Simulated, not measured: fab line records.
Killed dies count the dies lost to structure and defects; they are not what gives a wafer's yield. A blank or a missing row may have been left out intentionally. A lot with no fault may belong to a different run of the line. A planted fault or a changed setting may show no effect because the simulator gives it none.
A lot that was struck, set against a sound lot || flow sky130 || 16 steps out of a route of 708
Sound: wafers L406.2, L406.5, L406.6. The struck wafers were L423.1, L423.2, L423.3. The cause is given at the end.
At each step with rows: each side's tool, then ch and its chambers, then its first start. Under that, the readings that differ: sound wafers || struck wafers || difference of the means || sigmas: that difference in standard deviations of wafers without a fault.
alike: readings whose means differ by less than 2 such deviations, and words and numbers that are the same on both sides. not compared: withheld readings, readings that some wafer has no value for, bounds like >300 that may hide the same value, and numbers for which the record gives no deviation and whose values overlap.
A row with sigmas, a row that says differs or no value, or rows on one side alone: a step with any of these is where the two part. Numbers that don't overlap but have no deviation are shown without sigmas and don't part them. A reading missing from all wafers of one side parts the sides only when that side holds two or more wafers.

first, 2 steps without rows for these wafers: SKY_NWELL_IMPLANT_12; SKY_NWELL_IMPLANT_13.
SKY_NWELL_STRIP_14: strips in O2/N2.
  sound on plasma asher-01 ch 0,1, day 5 01:40; struck on plasma asher-04 ch 0,1, day 9 06:07
  alike: drypump motor current A, oes product au, strip time to endpoint s
  not compared: rf hours counter h
SKY_NWELL_TW_MEAS_15:
  struck on film metro-02, day 9 06:13; sound on film metro-01, day 5 01:47
  alike: NWELL_TW
then, 7 steps without rows for these wafers: SKY_NWELL_DEHYDRATE_16 (time 60 s); SKY_NWELL_HMDS_17 (prime time 60 s); SKY_NWELL_COAT_18 (resist thk 3000 nm); SKY_NWELL_SOFTBAKE_19; SKY_NWELL_EXPOSE_20 (exposes mask NWM COMPLEMENT, target cd 840 nm); SKY_NWELL_PEB_21; SKY_NWELL_DEVELOP_22 (develop time 60 s).
SKY_NWELL_OVL_MEAS_23:
  struck on overlay-01, day 10 05:02; sound on overlay-02, day 5 19:42
  alike: NWELL_01_OVL
SKY_NWELL_IMPLANT_24:
  sound on implanter-01 ch 0, day 5 19:45; struck on implanter-03 ch 0, day 10 05:04
{"reading": "dose ions cm2", "sound": "9.207e+12 9.189e+12 9.206e+12", "struck": "1.3304e+13 1.3308e+13 1.3311e+13", "difference": "+4.1070e+12", "sigmas": "+99 or more"}
{"reading": "faraday current uA", "sound": "50.6 51.0 53.2", "struck": "76.9 73.0 76.1", "difference": "+23.7", "sigmas": "+24"}
SKY_NWELL_STRIP_25: strips in O2/N2.
  sound on plasma asher-02 ch 0,1, day 5 19:53; struck on plasma asher-01 ch 0,1, day 10 05:13
  alike: drypump motor current A, oes product au, strip time to endpoint s
  not compared: rf hours counter h
SKY_NWELL_TW_MEAS_26:
  struck on film metro-03, day 10 05:32; sound on film metro-01, day 5 19:59
{"reading": "NWELL_2_TW", "sound": "498 497 496", "struck": "549 549 551", "difference": "+53", "sigmas": "+15"}
  not compared: hold
-- the record jumps here: 40 days lie between the struck wafers' starts before and after (it left off in module NWELL and takes up again in module PAD_OPEN, whose first step shown is number 708 of the route) --
SKY_PAD_OPEN_PROBE_99:
  struck on prober-01, day 50 13:47; sound on prober-02, day 46 14:18
{"reading": "model.etest.pfet_16v.r on ohm um", "sound": "1.689e+04 1.552e+04 1.562e+04", "struck": "1.317e+04 1.334e+04 1.329e+04", "difference": -2.743e+03, "sigmas": ""}
{"reading": "model.etest.res iso pwell.rs ohm sq", "sound": "4288 3427 3592", "struck": "2519 2603 2562", "difference": -1208, "sigmas": ""}
{"reading": "model.etest.res pwell under gate.rs ohm sq", "sound": "2288 2296 2289", "struck": "1778 1772 1785", "difference": -513, "sigmas": ""}
{"reading": "model.etest.res iso pwell.line ohm um", "sound": "1617 1289 1343", "struck": "942.5 975.9 963.3", "difference": -455.8, "sigmas": ""}
{"reading": "model.etest.tip_n_5v.rs ohm sq", "sound": "1450 1459 1440", "struck": "1481 1466 1486", "difference": "+28", "sigmas": ""}
{"reading": "model.etest.res nwell.width nm (nm)", "sound": "857.8 844.4 846.1", "struck": "822 825.5 821.5", "difference": -26, "sigmas": ""}
{"reading": "model.etest.res iso pwell.width nm (nm)", "sound": "2631 2636 2639", "struck": "2658 2671 2667", "difference": "+30", "sigmas": ""}
{"reading": "model.etest.pfet_16v.drive ua um", "sound": "225 236.3 241.4", "struck": "265.3 267.3 266.8", "difference": "+32.2", "sigmas": ""}
  alike: killed_at_M0_to_M3, killed_at_M4_up, killed at contacts, killed at front end, killed at other, killed dies, killed open, killed short

== WHERE THEY PART ==
First at SKY_NWELL_IMPLANT_24; last, within this record, at SKY_NWELL_TW_MEAS_26. Later steps at which nothing parts them and some readings are alike: SKY_PAD_OPEN_PROBE_99.

WHY: what had been put in by the simulator
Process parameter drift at SKY_NWELL_IMPLANT_24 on implanter-03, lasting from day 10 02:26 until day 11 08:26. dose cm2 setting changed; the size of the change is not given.
